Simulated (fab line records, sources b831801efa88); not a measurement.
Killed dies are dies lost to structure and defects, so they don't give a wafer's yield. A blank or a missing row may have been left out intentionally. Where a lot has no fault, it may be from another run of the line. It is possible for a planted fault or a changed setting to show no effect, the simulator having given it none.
fab line records	flow gf180mcu
record lots=24	wafers=72	last-day=34
route steps=602 shown CONTACT@303 V3@443 M4@458 MIM@507 TOP_METAL@573
lots that met no fault: taken from a fault-free run of the same line
start-h: start of the lot's first displayed wafer, in hours after the record's first day	wait-h: hours since the lot's step before	" repeats the value in the row above	L1.1+2: one row covering several wafers at once	- no value, or no start was given	* or withheld: withheld	< > ~ a bound
route shown NAME@n: names a module that has steps shown in the file, with the first one's number in the route	usual: average and standard deviation across the fault-free wafers	same: alike in all rows	chamber/n: place in a boat	sites: readings site by site	_std_site: their standard deviation	_edge_site: outer sites' mean less inner sites'	radius-mm: for every site, how far away it sits from the centre of the wafer	mask NAME#n: copy n	behind: tool/chamber where the wafer was last shaped	hold: the reason the lot was held/the length of the hold in hours/how it ended	device: which transistor (n, p or np) failed to switch	end of line: tests run on the same wafers once the route is complete	a step given without rows: its recipe and nothing more	killed: at the first sort, the dies lost to defects and structure; wafer yield is something else	map: a wafer's dies, x killed, . not, _ none there
set.NAME: the setting as run; set.NAME@STEP: as run at that earlier step	model.NAME: the simulator's own value behind a step, which no gauge read
steps of the route over a sample of lots; a table a step, a row a wafer
services: the hour from which a tool's chamber was out of use, counted from the record's first day as start-h (under 0 if before that day), plus the number of hours and why
## steps
# step GF_CONTACT_ETCH_16
# recipe chemistry=N2/H2	target-depth-a=withheld	overetch-a=withheld	time-s=withheld	target=BARC	ion-energy-ev=200	source-w=500	bias-w=100	pressure-mtorr=30	n2-flow-sccm=100	h2-flow-sccm=200
# usual chamber-pressure-mTorr=29.998/0.028	drypump-motor-current-A=5.8/0.48	oes-product-au=0.854/0.0047	throttle-valve-pct=13.225/0.01
lot.wafer	tool	chamber	start-h	wait-h	chamber-pressure-mTorr	drypump-motor-current-A	oes-product-au	throttle-valve-pct
L074.1	rie-diel-02	3	368.95	0.0	29.997	5.9	0.851	13.224
L074.4	"	2	"	"	30.004	5.3	0.857	13.230
L074.5	"	0	"	"	29.992	6.4	0.849	13.216
L076.3	rie-diel-04	1	377.35	0.0	30.049	5.2	0.853	13.219
L076.4	"	3	"	"	30.029	5.8	0.858	13.211
L076.6	"	3	"	"	29.932	5.8	0.853	13.225
L075.1	rie-diel-03	1	379.80	0.0	29.991	5.5	0.856	13.217
L075.5	"	1	"	"	29.980	5.5	0.854	13.219
L075.6	"	0	"	"	30.001	5.8	0.850	13.211
L077.1	rie-diel-03	1	396.44	0.0	29.968	5.5	0.856	13.232
L077.5	"	0	"	"	29.993	5.8	0.854	13.220
L077.6	"	3	"	"	29.972	6.7	0.854	13.221
L078.2	rie-diel-03	1	408.45	0.0	30.014	5.5	0.859	13.206
L078.4	"	2	"	"	30.039	5.6	0.853	13.229
L078.5	"	1	"	"	30.019	5.5	0.858	13.233
L079.1	rie-diel-02	0	417.75	0.0	30.009	6.4	0.853	13.229
L079.4	"	2	"	"	29.968	5.3	0.859	13.227
L079.6	"	1	"	"	30.002	6.6	0.852	13.227
L081.1	rie-diel-03	0	424.25	0.0	30.002	5.8	0.857	13.223
L081.2	"	1	"	"	30.002	5.5	0.850	13.223
L081.6	"	2	"	"	29.996	5.6	0.847	13.207
L080.3	rie-diel-04	2	430.00	0.0	29.997	6.1	0.849	13.232
L080.4	"	0	"	"	30.018	5.5	0.857	13.242
L080.5	"	3	"	"	30.002	5.7	0.851	13.230
L082.2	rie-diel-03	0	441.30	0.0	30.047	5.8	0.853	13.226
L082.4	"	1	"	"	30.033	5.5	0.851	13.219
L082.5	"	1	"	"	29.982	5.5	0.852	13.220
L083.2	rie-diel-04	0	449.68	0.0	30.015	5.5	0.849	13.245
L083.3	"	2	"	"	30.033	6.1	0.851	13.223
L083.4	"	3	"	"	30.013	5.8	0.852	13.227
L084.1	rie-diel-03	3	459.90	0.0	30.030	6.7	0.847	13.209
L084.3	"	2	"	"	29.979	5.6	0.850	13.232
L084.6	"	2	"	"	30.004	5.6	0.856	13.228
L085.2	rie-diel-04	0	467.75	0.0	30.032	5.5	0.846	13.240
L085.4	"	1	"	"	30.013	5.2	0.854	13.224
L085.6	"	0	"	"	29.975	5.5	0.849	13.229
L086.3	rie-diel-02	0	471.75	0.0	30.004	6.4	0.856	13.247
L086.5	"	1	"	"	30.014	6.6	0.852	13.219
L086.6	"	2	"	"	29.931	5.3	0.857	13.240
L087.1	rie-diel-04	3	480.90	0.0	29.971	5.8	0.852	13.245
L087.2	"	0	"	"	30.004	5.5	0.855	13.237
L087.3	"	2	"	"	29.963	6.0	0.853	13.243
L088.3	rie-diel-02	2	484.58	0.0	29.966	5.3	0.852	13.234
L088.4	"	3	"	"	30.042	5.9	0.855	13.217
L088.6	"	3	"	"	30.023	5.9	0.852	13.241
L089.1	rie-diel-04	3	497.25	0.0	29.992	5.8	0.853	13.241
L089.3	"	1	"	"	29.985	5.2	0.858	13.217
L089.5	"	1	"	"	29.977	5.2	0.843	13.219
L090.1	rie-diel-04	3	504.25	0.0	30.002	5.8	0.846	13.226
L090.3	"	2	"	"	29.976	6.0	0.855	13.214
L090.6	"	0	"	"	29.989	5.5	0.852	13.218
L091.3	rie-diel-04	2	515.08	0.0	30.003	6.0	0.845	13.225
L091.4	"	1	"	"	29.961	5.2	0.854	13.220
L091.5	"	2	"	"	30.028	6.0	0.854	13.236
L092.3	rie-diel-03	1	520.05	0.0	29.990	5.5	0.858	13.245
L092.4	"	3	"	"	29.936	6.7	0.852	13.209
L092.6	"	2	"	"	29.975	5.6	0.851	13.225
L093.2	rie-diel-02	1	524.00	0.0	29.965	6.6	0.853	13.228
L093.4	"	3	"	"	29.967	5.9	0.848	13.227
L093.5	"	0	"	"	29.986	6.4	0.855	13.216
L094.1	rie-diel-04	2	538.78	0.0	30.011	6.0	0.856	13.229
L094.3	"	0	"	"	29.998	5.5	0.846	13.222
L094.5	"	1	"	"	29.935	5.2	0.859	13.239
L095.2	rie-diel-02	0	539.13	0.0	29.968	6.4	0.863	13.220
L095.3	"	2	"	"	29.984	5.3	0.863	13.222
L095.6	"	0	"	"	30.004	6.4	0.861	13.206
L096.3	rie-diel-03	2	549.55	0.0	30.027	5.6	0.853	13.220
L096.4	"	3	"	"	29.964	6.7	0.855	13.234
L096.6	"	0	"	"	29.936	5.8	0.863	13.223
L097.1	rie-diel-03	3	557.00	0.0	29.954	6.7	0.861	13.223
L097.2	"	0	"	"	30.047	5.7	0.855	13.232
L097.4	"	2	"	"	30.000	5.6	0.860	13.232
# step GF_V3_CD_MEAS_14
# recipe target-cd-nm=260
# usual cd-nm=259.7/1.1
lot.wafer	tool	chamber	start-h	wait-h	cd-nm
L074.1	cd-sem-01	-	521.97	0.1	260.7
L074.4	"	-	"	"	260.7
L074.5	"	-	"	"	261.0
L076.3	cd-sem-02	-	528.26	0.1	259.5
L076.4	"	-	"	"	258.8
L076.6	"	-	"	"	258.7
L075.1	cd-sem-01	-	529.79	0.1	258.7
L075.5	"	-	"	"	259.0
L075.6	"	-	"	"	258.7
L077.1	cd-sem-02	-	549.04	0.1	259.6
L077.5	"	-	"	"	259.1
L077.6	"	-	"	"	259.1
L078.2	cd-sem-01	-	559.42	0.1	259.7
L078.4	"	-	"	"	260.1
L078.5	"	-	"	"	261.2
L079.1	cd-sem-01	-	566.52	0.1	259.9
L079.4	"	-	"	"	260.5
L079.6	"	-	"	"	260.2
L081.1	cd-sem-01	-	573.39	0.1	260.6
L081.2	"	-	"	"	260.5
L081.6	"	-	"	"	260.6
L080.3	cd-sem-02	-	579.83	0.1	258.9
L080.4	"	-	"	"	260.2
L080.5	"	-	"	"	258.5
L082.2	cd-sem-02	-	588.71	0.1	261.0
L082.4	"	-	"	"	260.8
L082.5	"	-	"	"	261.0
L083.2	cd-sem-01	-	596.26	0.1	261.3
L083.3	"	-	"	"	261.0
L083.4	"	-	"	"	262.6
L084.1	cd-sem-01	-	603.69	0.1	260.9
L084.3	"	-	"	"	260.7
L084.6	"	-	"	"	258.8
L085.2	cd-sem-02	-	613.16	0.1	261.0
L085.4	"	-	"	"	261.7
L085.6	"	-	"	"	260.7
L086.3	cd-sem-01	-	616.26	0.1	259.3
L086.5	"	-	"	"	258.0
L086.6	"	-	"	"	259.8
L087.1	cd-sem-02	-	623.19	0.1	258.0
L087.2	"	-	"	"	257.9
L087.3	"	-	"	"	258.7
L088.3	cd-sem-01	-	626.48	0.1	260.9
L088.4	"	-	"	"	260.0
L088.6	"	-	"	"	259.8
L089.1	cd-sem-02	-	635.72	0.1	260.4
L089.3	"	-	"	"	260.4
L089.5	"	-	"	"	260.9
L090.1	cd-sem-01	-	643.37	0.1	257.6
L090.3	"	-	"	"	259.0
L090.6	"	-	"	"	258.6
L091.3	cd-sem-02	-	654.23	0.1	261.0
L091.4	"	-	"	"	260.7
L091.5	"	-	"	"	260.0
L092.3	cd-sem-02	-	657.25	0.2	257.4
L092.4	"	-	"	"	259.4
L092.6	"	-	"	"	258.0
L093.2	cd-sem-02	-	659.51	0.1	259.1
L093.4	"	-	"	"	257.9
L093.5	"	-	"	"	258.7
L094.1	cd-sem-02	-	670.77	0.1	259.2
L094.3	"	-	"	"	259.2
L094.5	"	-	"	"	259.0
L095.2	cd-sem-02	-	672.21	0.1	257.7
L095.3	"	-	"	"	259.1
L095.6	"	-	"	"	257.8
L096.3	cd-sem-02	-	681.92	0.3	261.4
L096.4	"	-	"	"	259.6
L096.6	"	-	"	"	260.2
L097.1	cd-sem-02	-	687.64	0.1	259.0
L097.2	"	-	"	"	259.6
L097.4	"	-	"	"	258.4
# step GF_M4_SPUTTER_02
# recipe material=AlCu	target-thk-nm=450	power-w=10600	time-s=23.9	chamber-pressure-pa=0.4
# usual cathode-dc-power-W=10600/1.9	throttle-valve-pct=30.1/1.2
# same time-s=23.9
lot.wafer	tool	chamber	start-h	wait-h	cathode-dc-power-W	throttle-valve-pct
L074.1	pvd-sputter-03	-	523.62	0.0	10601	29.7
L074.4	"	-	"	"	10602	32.1
L074.5	"	-	"	"	10598	29.6
L076.3	pvd-sputter-04	-	529.86	0.0	10597	31.7
L076.4	"	-	"	"	10604	30.3
L076.6	"	-	"	"	10595	28.5
L075.1	pvd-sputter-02	-	531.47	0.0	10602	28.3
L075.5	"	-	"	"	10598	30.7
L075.6	"	-	"	"	10601	28.6
L077.1	pvd-sputter-02	-	550.71	0.0	10599	30.3
L077.5	"	-	"	"	10600	28.4
L077.6	"	-	"	"	10599	30.7
L078.2	pvd-sputter-04	-	561.04	0.0	10600	31.5
L078.4	"	-	"	"	10600	30.5
L078.5	"	-	"	"	10597	31.7
L079.1	pvd-sputter-02	-	568.17	0.0	10600	28.5
L079.4	"	-	"	"	10600	30.3
L079.6	"	-	"	"	10600	31.0
L081.1	pvd-sputter-03	-	575.69	0.0	10602	29.7
L081.2	"	-	"	"	10602	30.4
L081.6	"	-	"	"	10595	30.5
L080.3	pvd-sputter-04	-	581.54	0.0	10600	28.2
L080.4	"	-	"	"	10597	31.2
L080.5	"	-	"	"	10600	31.8
L082.2	pvd-sputter-02	-	590.33	0.0	10596	31.0
L082.4	"	-	"	"	10601	30.2
L082.5	"	-	"	"	10604	28.6
L083.2	pvd-sputter-03	-	597.90	0.0	10601	30.5
L083.3	"	-	"	"	10600	29.6
L083.4	"	-	"	"	10597	30.0
L084.1	pvd-sputter-02	-	605.49	0.0	10599	28.7
L084.3	"	-	"	"	10601	28.9
L084.6	"	-	"	"	10600	30.3
L085.2	pvd-sputter-04	-	614.87	0.0	10601	31.1
L085.4	"	-	"	"	10603	31.8
L085.6	"	-	"	"	10601	30.5
L086.3	pvd-sputter-02	-	617.89	0.0	10599	29.1
L086.5	"	-	"	"	10601	28.6
L086.6	"	-	"	"	10601	30.3
L087.1	pvd-sputter-03	-	624.87	0.0	10601	29.7
L087.2	"	-	"	"	10600	29.7
L087.3	"	-	"	"	10601	32.2
L088.3	pvd-sputter-04	-	628.08	0.0	10596	28.6
L088.4	"	-	"	"	10596	31.0
L088.6	"	-	"	"	10597	31.8
L089.1	pvd-sputter-04	-	637.39	0.0	10599	30.6
L089.3	"	-	"	"	10602	28.3
L089.5	"	-	"	"	10601	28.4
L090.1	pvd-sputter-03	-	645.13	0.0	10599	30.7
L090.3	"	-	"	"	10599	31.8
L090.6	"	-	"	"	10597	29.9
L091.3	pvd-sputter-03	-	655.87	0.0	10600	30.4
L091.4	"	-	"	"	10600	29.6
L091.5	"	-	"	"	10600	29.5
L092.3	pvd-sputter-02	-	658.89	0.0	10596	30.9
L092.4	"	-	"	"	10597	28.7
L092.6	"	-	"	"	10598	28.7
L093.2	pvd-sputter-03	-	661.16	0.0	10599	29.5
L093.4	"	-	"	"	10602	29.5
L093.5	"	-	"	"	10596	31.8
L094.1	pvd-sputter-02	-	672.54	0.0	10601	30.2
L094.3	"	-	"	"	10599	31.0
L094.5	"	-	"	"	10600	28.8
L095.2	pvd-sputter-04	-	674.18	0.0	10601	31.9
L095.3	"	-	"	"	10600	31.4
L095.6	"	-	"	"	10600	28.5
L096.3	pvd-sputter-02	-	683.61	0.0	10600	30.5
L096.4	"	-	"	"	10597	28.8
L096.6	"	-	"	"	10601	28.6
L097.1	pvd-sputter-03	-	689.29	0.0	10602	29.7
L097.2	"	-	"	"	10599	29.6
L097.4	"	-	"	"	10598	30.4
# step GF_MIM_SPUTTER_04
# recipe material=TiN	target-thk-nm=50	power-w=6500	time-s=41.7	chamber-pressure-pa=0.4
# usual cathode-dc-power-W=6499.9/1.2	throttle-valve-pct=29.9/1
# same time-s=41.7
lot.wafer	tool	chamber	start-h	wait-h	cathode-dc-power-W	throttle-valve-pct
L074.1	pvd-sputter-01	-	572.62	0.0	6500.6	31.3
L074.4	"	-	"	"	6501.9	29.3
L074.5	"	-	"	"	6501.3	31.3
L076.3	pvd-sputter-02	-	577.49	0.0	6499.6	30.5
L076.4	"	-	"	"	6498.7	28.8
L076.6	"	-	"	"	6502.2	30.4
L075.1	pvd-sputter-02	-	578.48	0.0	6499.3	30.2
L075.5	"	-	"	"	6500.0	30.5
L075.6	"	-	"	"	6499.2	30.6
L077.1	pvd-sputter-01	-	597.62	0.0	6497.3	29.0
L077.5	"	-	"	"	6499.8	31.1
L077.6	"	-	"	"	6498.8	29.3
L078.2	pvd-sputter-01	-	606.79	0.0	6500.0	29.5
L078.4	"	-	"	"	6500.8	29.6
L078.5	"	-	"	"	6500.8	29.6
L079.1	pvd-sputter-02	-	613.85	0.0	6500.6	29.1
L079.4	"	-	"	"	6500.6	28.5
L079.6	"	-	"	"	6499.8	28.3
L081.1	pvd-sputter-02	-	621.54	0.0	6498.0	30.7
L081.2	"	-	"	"	6497.8	28.3
L081.6	"	-	"	"	6501.6	28.5
L080.3	pvd-sputter-02	-	625.98	0.0	6501.6	30.9
L080.4	"	-	"	"	6499.6	28.5
L080.5	"	-	"	"	6500.3	30.5
L082.2	pvd-sputter-02	-	635.08	0.0	6500.4	30.8
L082.4	"	-	"	"	6499.1	28.6
L082.5	"	-	"	"	6499.1	30.8
L083.2	pvd-sputter-02	-	642.01	0.0	6499.9	30.8
L083.3	"	-	"	"	6499.9	29.0
L083.4	"	-	"	"	6498.1	28.8
L084.1	pvd-sputter-01	-	648.88	0.0	6500.5	29.1
L084.3	"	-	"	"	6501.9	29.5
L084.6	"	-	"	"	6498.5	29.4
L085.2	pvd-sputter-01	-	658.49	0.0	6501.9	29.2
L085.4	"	-	"	"	6496.8	29.5
L085.6	"	-	"	"	6500.8	31.1
L086.3	pvd-sputter-01	-	660.69	0.0	6499.5	31.4
L086.5	"	-	"	"	6500.4	31.1
L086.6	"	-	"	"	6502.0	29.2
L087.1	pvd-sputter-02	-	667.98	0.0	6499.7	28.4
L087.2	"	-	"	"	6500.9	28.9
L087.3	"	-	"	"	6502.3	30.4
L088.3	pvd-sputter-04	-	670.63	0.0	6500.0	31.2
L088.4	"	-	"	"	6500.2	30.3
L088.6	"	-	"	"	6498.5	32.0
L089.1	pvd-sputter-02	-	679.98	0.0	6500.7	30.6
L089.3	"	-	"	"	6500.2	28.5
L089.5	"	-	"	"	6500.4	28.6
L090.1	pvd-sputter-04	-	686.73	0.0	6501.1	31.7
L090.3	"	-	"	"	6501.9	30.4
L090.6	"	-	"	"	6498.9	28.1
L091.3	pvd-sputter-02	-	697.57	0.0	6498.6	29.0
L091.4	"	-	"	"	6501.3	30.6
L091.5	"	-	"	"	6499.4	30.2
L092.3	pvd-sputter-04	-	700.82	0.0	6500.7	31.9
L092.4	"	-	"	"	6500.4	28.6
L092.6	"	-	"	"	6498.9	31.1
L093.2	pvd-sputter-01	-	702.73	0.0	6500.1	31.3
L093.4	"	-	"	"	6497.9	29.8
L093.5	"	-	"	"	6500.5	29.3
L094.1	pvd-sputter-01	-	712.55	0.0	6500.6	29.4
L094.3	"	-	"	"	6499.8	29.1
L094.5	"	-	"	"	6499.7	29.7
L095.2	pvd-sputter-02	-	714.68	0.0	6499.9	30.4
L095.3	"	-	"	"	6498.8	30.8
L095.6	"	-	"	"	6500.1	30.5
L096.3	pvd-sputter-04	-	724.66	0.0	6500.0	31.2
L096.4	"	-	"	"	6498.9	28.4
L096.6	"	-	"	"	6498.4	28.3
L097.1	pvd-sputter-02	-	729.81	0.0	6498.9	28.5
L097.2	"	-	"	"	6499.7	28.6
L097.4	"	-	"	"	6499.1	30.8
# step GF_MIM_CVD_05
# recipe material=Si3N4	target-thk-nm=42	temp-max-c=400	temp-c=385	time-s=29.086	rf-w=450
# usual heater-power-w=612/85
# same time-s=29.086
lot.wafer	tool	chamber	start-h	wait-h	heater-power-w
L074.1	pecvd-02	2	572.66	0.0	426
L074.4	"	2	"	"	425
L074.5	"	1	"	"	552
L076.3	pecvd-01	1	577.53	0.0	705
L076.4	"	2	"	"	606
L076.6	"	0	"	"	635
L075.1	pecvd-04	1	578.52	0.0	680
L075.5	"	1	"	"	691
L075.6	"	2	"	"	738
L077.1	pecvd-02	1	597.66	0.0	541
L077.5	"	1	"	"	559
L077.6	"	0	"	"	646
L078.2	pecvd-01	0	606.83	0.0	654
L078.4	"	1	"	"	598
L078.5	"	0	"	"	676
L079.1	pecvd-04	2	613.89	0.0	764
L079.4	"	0	"	"	587
L079.6	"	2	"	"	774
L081.1	pecvd-01	0	621.58	0.0	570
L081.2	"	2	"	"	595
L081.6	"	2	"	"	589
L080.3	pecvd-04	1	626.02	0.0	731
L080.4	"	1	"	"	722
L080.5	"	0	"	"	643
L082.2	pecvd-01	1	635.12	0.0	691
L082.4	"	0	"	"	623
L082.5	"	2	"	"	557
L083.2	pecvd-04	0	642.05	0.0	689
L083.3	"	1	"	"	706
L083.4	"	2	"	"	736
L084.1	pecvd-01	2	648.92	0.0	589
L084.3	"	0	"	"	598
L084.6	"	1	"	"	598
L085.2	pecvd-02	2	658.53	0.0	441
L085.4	"	0	"	"	707
L085.6	"	1	"	"	539
L086.3	pecvd-04	2	660.73	0.0	767
L086.5	"	0	"	"	588
L086.6	"	1	"	"	673
L087.1	pecvd-01	0	668.02	0.0	692
L087.2	"	2	"	"	530
L087.3	"	2	"	"	549
L088.3	pecvd-02	0	670.67	0.0	687
L088.4	"	1	"	"	566
L088.6	"	2	"	"	443
L089.1	pecvd-01	2	680.02	0.0	610
L089.3	"	0	"	"	631
L089.5	"	2	"	"	482
L090.1	pecvd-01	0	686.77	0.0	611
L090.3	"	2	"	"	608
L090.6	"	0	"	"	597
L091.3	pecvd-02	2	697.61	0.0	469
L091.4	"	2	"	"	475
L091.5	"	0	"	"	644
L092.3	pecvd-02	0	700.86	0.0	635
L092.4	"	2	"	"	449
L092.6	"	1	"	"	559
L093.2	pecvd-01	0	702.77	0.0	680
L093.4	"	0	"	"	661
L093.5	"	2	"	"	556
L094.1	pecvd-02	0	712.59	0.0	624
L094.3	"	2	"	"	464
L094.5	"	1	"	"	487
L095.2	pecvd-04	1	714.72	0.0	686
L095.3	"	2	"	"	759
L095.6	"	1	"	"	695
L096.3	pecvd-01	0	724.70	0.0	622
L096.4	"	1	"	"	658
L096.6	"	0	"	"	636
L097.1	pecvd-02	2	729.85	0.0	509
L097.2	"	0	"	"	615
L097.4	"	1	"	"	550
# step GF_TOP_METAL_THK_MEAS_06
# recipe thk-meas-gauge=xrf	reads=AlCu_of_TOP_METAL_SPUTTER_02
# usual TOP_METAL_ALCU_THK=910/10
lot.wafer	tool	chamber	start-h	wait-h	TOP_METAL_ALCU_THK[nm]
L074.1	film-metro-03	-	638.18	0.1	909
L074.4	"	-	"	"	916
L074.5	"	-	"	"	915
L076.3	film-metro-04	-	644.00	0.1	896
L076.4	"	-	"	"	920
L076.6	"	-	"	"	926
L075.1	film-metro-02	-	644.31	0.1	907
L075.5	"	-	"	"	907
L075.6	"	-	"	"	914
L077.1	film-metro-04	-	662.69	0.1	918
L077.5	"	-	"	"	930
L077.6	"	-	"	"	911
L078.2	film-metro-02	-	670.21	0.1	912
L078.4	"	-	"	"	910
L078.5	"	-	"	"	921
L079.1	film-metro-03	-	677.62	0.1	939
L079.4	"	-	"	"	934
L079.6	"	-	"	"	927
L081.1	film-metro-04	-	684.80	0.1	899
L081.2	"	-	"	"	889
L081.6	"	-	"	"	904
L080.3	film-metro-04	-	689.02	0.1	902
L080.4	"	-	"	"	898
L080.5	"	-	"	"	896
L082.2	film-metro-03	-	697.18	0.1	911
L082.4	"	-	"	"	906
L082.5	"	-	"	"	899
L083.2	film-metro-02	-	703.66	0.1	898
L083.3	"	-	"	"	897
L083.4	"	-	"	"	895
L084.1	film-metro-04	-	707.97	0.1	901
L084.3	"	-	"	"	898
L084.6	"	-	"	"	905
L085.2	film-metro-04	-	718.10	0.1	922
L085.4	"	-	"	"	909
L085.6	"	-	"	"	917
L086.3	film-metro-04	-	720.86	0.1	903
L086.5	"	-	"	"	913
L086.6	"	-	"	"	919
L087.1	film-metro-04	-	728.02	0.1	925
L087.2	"	-	"	"	919
L087.3	"	-	"	"	922
L088.3	film-metro-03	-	730.94	0.1	920
L088.4	"	-	"	"	921
L088.6	"	-	"	"	920
L089.1	film-metro-03	-	739.20	0.1	914
L089.3	"	-	"	"	923
L089.5	"	-	"	"	919
L090.1	film-metro-02	-	745.09	0.1	916
L090.3	"	-	"	"	907
L090.6	"	-	"	"	907
L091.3	film-metro-04	-	754.04	0.1	900
L091.4	"	-	"	"	899
L091.5	"	-	"	"	904
L092.3	film-metro-04	-	757.85	0.1	891
L092.4	"	-	"	"	919
L092.6	"	-	"	"	906
L093.2	film-metro-02	-	759.18	0.1	905
L093.4	"	-	"	"	920
L093.5	"	-	"	"	912
L094.1	film-metro-03	-	768.55	0.1	902
L094.3	"	-	"	"	904
L094.5	"	-	"	"	916
L095.2	film-metro-02	-	769.32	0.1	909
L095.3	"	-	"	"	903
L095.6	"	-	"	"	891
L096.3	film-metro-03	-	779.06	0.1	927
L096.4	"	-	"	"	908
L096.6	"	-	"	"	902
L097.1	film-metro-03	-	782.87	0.1	898
L097.2	"	-	"	"	907
L097.4	"	-	"	"	897
## services
tool	chamber	start-h	hours	kind
rie-diel-03	2	385.77	1.9	repair
pvd-sputter-02	-	394.88	1.9	repair
rie-diel-03	3	399.78	9.1	repair
pecvd-01	0	411.38	5.1	repair
pecvd-01	-	416.37	0.7	repair
rie-diel-03	3	430.54	3.7	repair
pvd-sputter-02	-	444.28	6.8	repair
pvd-sputter-02	-	473.15	14.5	repair
rie-diel-03	3	473.64	15.3	repair
rie-diel-04	0	491.11	6.0	repair
rie-diel-03	0	511.85	15.8	repair
pecvd-01	-	517.88	1.0	repair
rie-diel-04	-	518.52	14.6	pm
pecvd-01	-	558.24	2.8	pm
rie-diel-04	0	562.83	1.3	repair
pvd-sputter-02	-	565.14	2.4	repair
pecvd-01	-	574.50	1.7	repair
rie-diel-03	2	651.89	9.1	repair
rie-diel-04	0	657.92	14.0	repair
rie-diel-03	3	658.41	7.0	repair
rie-diel-04	-	659.32	5.8	repair
pecvd-01	1	665.87	23.0	repair
rie-diel-03	2	673.79	3.0	repair
pvd-sputter-04	-	712.88	0.8	repair
## key
fault none
